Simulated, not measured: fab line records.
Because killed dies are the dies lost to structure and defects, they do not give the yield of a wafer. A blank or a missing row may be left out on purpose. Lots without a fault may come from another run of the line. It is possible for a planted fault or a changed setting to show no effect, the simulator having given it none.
fab line records -- flow sky130
record: lots: 7, wafers: 21, lastDay: 50
route steps=708 shown METAL3@570 VIA3@573
lots untouched by any fault: they come from a run of this same line in which no faults occurred
startH: the number of hours between the record's first day and the start of the first shown wafer of the lot -- waitH: hours from the lot's prior step to this one -- " same as the row above -- L1.1+2: one row covering several wafers at once -- - no value, or no start given -- * or withheld: withheld -- < > ~ a bound
route shown NAME@n: names a module that has steps shown in the file, with the first one's number in the route -- usual: mean/standard deviation taken from wafers without a fault -- same: alike in all rows -- chamber/n: place in a boat -- sites: each site's reading -- _std_site: how widely they spread, as a standard deviation -- _edge_site: the outer-site mean with the inner-site mean subtracted -- radiusMm: how far each site lies from the wafer's centre -- mask NAME#n: copy n -- behind: the last tool/chamber to shape the wafer -- hold: what put the lot on hold/how long, in hours/how the hold closed -- device: which transistor (n, p or np) failed to switch -- end of line: tests run on the same wafers once the route is complete -- for a step that has no rows: nothing shown but its recipe -- killed: count of dies lost to structure and defects at first sort (not the wafer's yield) -- map: a wafer's dies, marking killed ones x, the rest . and places with no die _
set.NAME: the setting the step ran with; set.NAME@STEP: the setting that earlier step ran with -- model.NAME: the simulator's own value behind a step, which no gauge read
a table for each step, a row for each wafer; lots at some steps of the route
services: the hour from which a tool's chamber was out of use, counted from the record's first day as startH (under 0 if before that day), plus the number of hours and why
== steps ==
step: SKY_METAL3_STRIP_20
recipe: chemistry: postEtchResidueRemover, timeS: 1200, tempC: 72.5
step: SKY_METAL3_CLEAN_21
recipe: chemistry: IPA, timeS: 180, tempC: 25
step: SKY_METAL3_CLEAN_22
recipe: chemistry: O3/DIW, dry: n2Spin
step: SKY_VIA3_HDPCVD_00
recipe: material: SiO2, targetThkNm: 1635, sigmaOpenFrac: 0.3, timeS: 272.5, tempC: 400, sih4FlowSccm: 60, pressureMtorr: 6
step: SKY_VIA3_THK_MEAS_01
recipe: reads: SiO2_of_VIA3_HDPCVD_00
usual: VIA3_HDPCVD_THK: 1639/15
lot.wafer,tool,chamber,startH,waitH,VIA3_HDPCVD_THK[nm]
L455.1,filmMetro-02,-,903.65,0.1,1650
L455.3,filmMetro-02,-,903.65,0.1,1633
L455.5,filmMetro-02,-,903.65,0.1,1644
L458.1,filmMetro-04,-,934.52,0.1,1657
L458.3,filmMetro-04,-,934.52,0.1,1637
L458.6,filmMetro-04,-,934.52,0.1,1643
L457.3,filmMetro-04,-,935.88,0.1,1641
L457.5,filmMetro-04,-,935.88,0.1,1638
L457.6,filmMetro-04,-,935.88,0.1,1631
L459.2,filmMetro-01,-,937.73,0.1,1663
L459.4,filmMetro-01,-,937.73,0.1,1659
L459.6,filmMetro-01,-,937.73,0.1,1661
L471.1,filmMetro-02,-,1022.85,0.1,1609
L471.4,filmMetro-02,-,1022.85,0.1,1615
L471.6,filmMetro-02,-,1022.85,0.1,1621
L474.1,filmMetro-04,-,1043.71,0.1,1644
L474.2,filmMetro-04,-,1043.71,0.1,1622
L474.5,filmMetro-04,-,1043.71,0.1,1629
L475.1,filmMetro-04,-,1048.22,0.1,1657
L475.4,filmMetro-04,-,1048.22,0.1,1638
L475.6,filmMetro-04,-,1048.22,0.1,1631
step: SKY_VIA3_CMP_02
recipe: material: SiO2, downForcePsi: 4, platenRpm: 60, padVelocityMS: 0.94248
usual: motorCurrentA: 12.4/1.1
lot.wafer,tool,chamber,startH,waitH,motorCurrentA
L455.3,cmp-02,1,903.71,0.0,11.0
L455.1,cmp-02,2,903.71,0.0,13.5
L455.5,cmp-02,2,903.71,0.0,13.6
L458.3,cmp-02,0,934.71,0.2,12.8
L458.1,cmp-02,1,934.71,0.2,10.5
L458.6,cmp-02,0,934.71,0.2,12.3
L457.3,cmp-02,3,935.92,0.0,13.0
L457.6,cmp-02,3,935.92,0.0,13.2
L457.5,cmp-02,0,935.92,0.0,12.0
L459.2,cmp-02,0,937.78,0.0,12.4
L459.4,cmp-02,3,937.78,0.0,13.1
L459.6,cmp-02,0,937.78,0.0,12.0
L471.4,cmp-01,2,1022.91,0.0,13.0
L471.1,cmp-01,0,1022.91,0.0,11.6
L471.6,cmp-01,3,1022.91,0.0,11.4
L474.1,cmp-02,2,1044.03,0.3,12.9
L474.2,cmp-02,0,1044.03,0.3,11.5
L474.5,cmp-02,2,1044.03,0.3,12.4
L475.4,cmp-01,3,1048.28,0.0,11.5
L475.1,cmp-01,1,1048.28,0.0,14.4
L475.6,cmp-01,0,1048.28,0.0,11.6
step: SKY_VIA3_BOW_MEAS_03
recipe: mode: bow
usual: VIA3_BOW: 80/7.5
lot.wafer,tool,chamber,startH,waitH,VIA3_BOW[um]
L455.1,filmMetro-04,-,904.01,0.2,73
L455.3,filmMetro-04,-,904.01,0.2,66
L455.5,filmMetro-04,-,904.01,0.2,78
L458.1,filmMetro-04,-,935.01,0.2,87
L458.3,filmMetro-04,-,935.01,0.2,90
L458.6,filmMetro-04,-,935.01,0.2,84
L457.3,filmMetro-02,-,936.26,0.3,74
L457.5,filmMetro-02,-,936.26,0.3,80
L457.6,filmMetro-02,-,936.26,0.3,81
L459.2,filmMetro-02,-,938.10,0.3,69
L459.4,filmMetro-02,-,938.10,0.3,77
L459.6,filmMetro-02,-,938.10,0.3,86
L471.1,filmMetro-02,-,1023.21,0.1,72
L471.4,filmMetro-02,-,1023.21,0.1,73
L471.6,filmMetro-02,-,1023.21,0.1,91
L474.1,filmMetro-04,-,1044.28,0.2,69
L474.2,filmMetro-04,-,1044.28,0.2,79
L474.5,filmMetro-04,-,1044.28,0.2,88
L475.1,filmMetro-04,-,1048.58,0.1,75
L475.4,filmMetro-04,-,1048.58,0.1,88
L475.6,filmMetro-04,-,1048.58,0.1,76
step: SKY_VIA3_DEHYDRATE_04
recipe: tempC: 200, timeS: 60
step: SKY_VIA3_HMDS_05
recipe: primeTimeS: 60, primeTempC: 120
step: SKY_VIA3_COAT_06
recipe: resist: BARC, tempC: withheld, timeS: withheld, spinRpm: 3000, resistThkNm: 60
step: SKY_VIA3_COAT_07
recipe: resist: KrF-thick, spinRpm: 3000, resistThkNm: 450
step: SKY_VIA3_SOFTBAKE_08
recipe: tempC: 100, timeS: 90, resist: KrF-thick
step: SKY_VIA3_EXPOSE_09
recipe: maskId: VIM3, na: 0.8, sourceShape: annular, sigmaInner: 0.55, sigmaOuter: 0.85, targetCdNm: 200, doseMj: 38
usual: exposureDoseMJCm2: 37.98/0.039, focusOffsetNm: -0.2/0.5, na: 0.8/0
lot.wafer,tool,chamber,startH,waitH,mask,exposureDoseMJCm2,focusOffsetNm,na
L455.1,krfScanner-02,0,917.11,-,VIM3#0,38.01,0.1,0.8
L455.3,krfScanner-02,0,917.11,-,VIM3#0,38.05,0.4,0.8
L455.5,krfScanner-02,0,917.11,-,VIM3#0,37.95,-0.3,0.8
L458.1,krfScanner-01,-,947.09,-,VIM3#0,-,-,-
L458.3,krfScanner-01,-,947.09,-,VIM3#0,-,-,-
L458.6,krfScanner-01,-,947.09,-,VIM3#0,-,-,-
L457.3,krfScanner-01,-,947.91,-,VIM3#0,-,-,-
L457.5,krfScanner-01,-,947.91,-,VIM3#0,-,-,-
L457.6,krfScanner-01,-,947.91,-,VIM3#0,-,-,-
L459.2,krfScanner-01,-,950.16,-,VIM3#0,-,-,-
L459.4,krfScanner-01,-,950.16,-,VIM3#0,-,-,-
L459.6,krfScanner-01,-,950.16,-,VIM3#0,-,-,-
L471.1,krfScanner-02,0,1036.08,-,VIM3#0,37.96,-0.1,0.8
L471.4,krfScanner-02,0,1036.08,-,VIM3#0,37.96,0.0,0.8
L471.6,krfScanner-02,0,1036.08,-,VIM3#0,37.98,0.7,0.8
L474.1,krfScanner-02,0,1055.31,-,VIM3#0,37.93,-0.2,0.8
L474.2,krfScanner-02,0,1055.31,-,VIM3#0,38.01,0.0,0.8
L474.5,krfScanner-02,0,1055.31,-,VIM3#0,37.95,-0.2,0.8
L475.1,krfScanner-01,0,1060.20,-,VIM3#0,37.98,1.0,0.8
L475.4,krfScanner-01,0,1060.20,-,VIM3#0,37.92,0.6,0.8
L475.6,krfScanner-01,0,1060.20,-,VIM3#0,37.95,0.7,0.8
step: SKY_VIA3_PEB_10
recipe: pebTempC: withheld, pebTimeS: withheld, resist: KrF-thick
== services ==
tool,chamber,startH,hours,kind
krfScanner-01,-,882.56,0.8,pm
cmp-01,-,896.91,1.7,repair
cmp-02,-,901.17,2.3,repair
cmp-01,-,913.27,2.5,repair
cmp-01,-,919.28,4.0,pm
krfScanner-02,-,929.64,1.3,pm
cmp-02,-,931.80,2.9,repair
cmp-01,-,947.85,1.0,repair
krfScanner-02,-,957.54,0.8,pm
krfScanner-02,-,963.90,1.0,pm
krfScanner-02,-,976.87,0.3,repair
krfScanner-02,-,983.04,3.6,pm
cmp-01,-,984.17,0.3,repair
cmp-01,-,985.14,17.0,pm
cmp-02,-,987.11,2.2,repair
krfScanner-01,-,988.74,1.0,pm
cmp-02,-,1008.99,1.9,repair
krfScanner-01,-,1015.96,4.4,pm
cmp-01,-,1018.55,3.5,repair
cmp-02,-,1025.09,1.5,repair
krfScanner-01,0,1029.81,-,calibration
krfScanner-01,-,1030.00,1.3,pm
krfScanner-02,0,1030.57,-,calibration
krfScanner-01,-,1051.25,0.8,pm
== key ==
firstSign: step: SKY_VIA3_EXPOSE_09, reading: toolRecord, direction: missing
effect none on later readings
metAt SKY_VIA3_EXPOSE_09
struckWafers L457.3,L457.5,L457.6,L458.1,L458.3,L458.6,L459.2,L459.4,L459.6
laterRowsLeftOut L457.3,L457.5,L457.6,L458.1,L458.3,L458.6,L459.2,L459.4,L459.6
sortLeftOut L457.3,L457.5,L457.6,L458.1,L458.3,L458.6,L459.2,L459.4,L459.6
fault: kind: skippedStepWhole, tool: krfScanner-01, chamber: -, onsetH: 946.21, steps: SKY_VIA3_EXPOSE_09, scope: struckLotsOnly
sortLeftOut: the simulated sort isn't trusted on such a fault, so these wafers' sort isn't shown, and their yield isn't known
laterRowsLeftOut: the simulator's readings of these wafers behind a module that went badly wrong aren't trusted and aren't shown, but for the sort
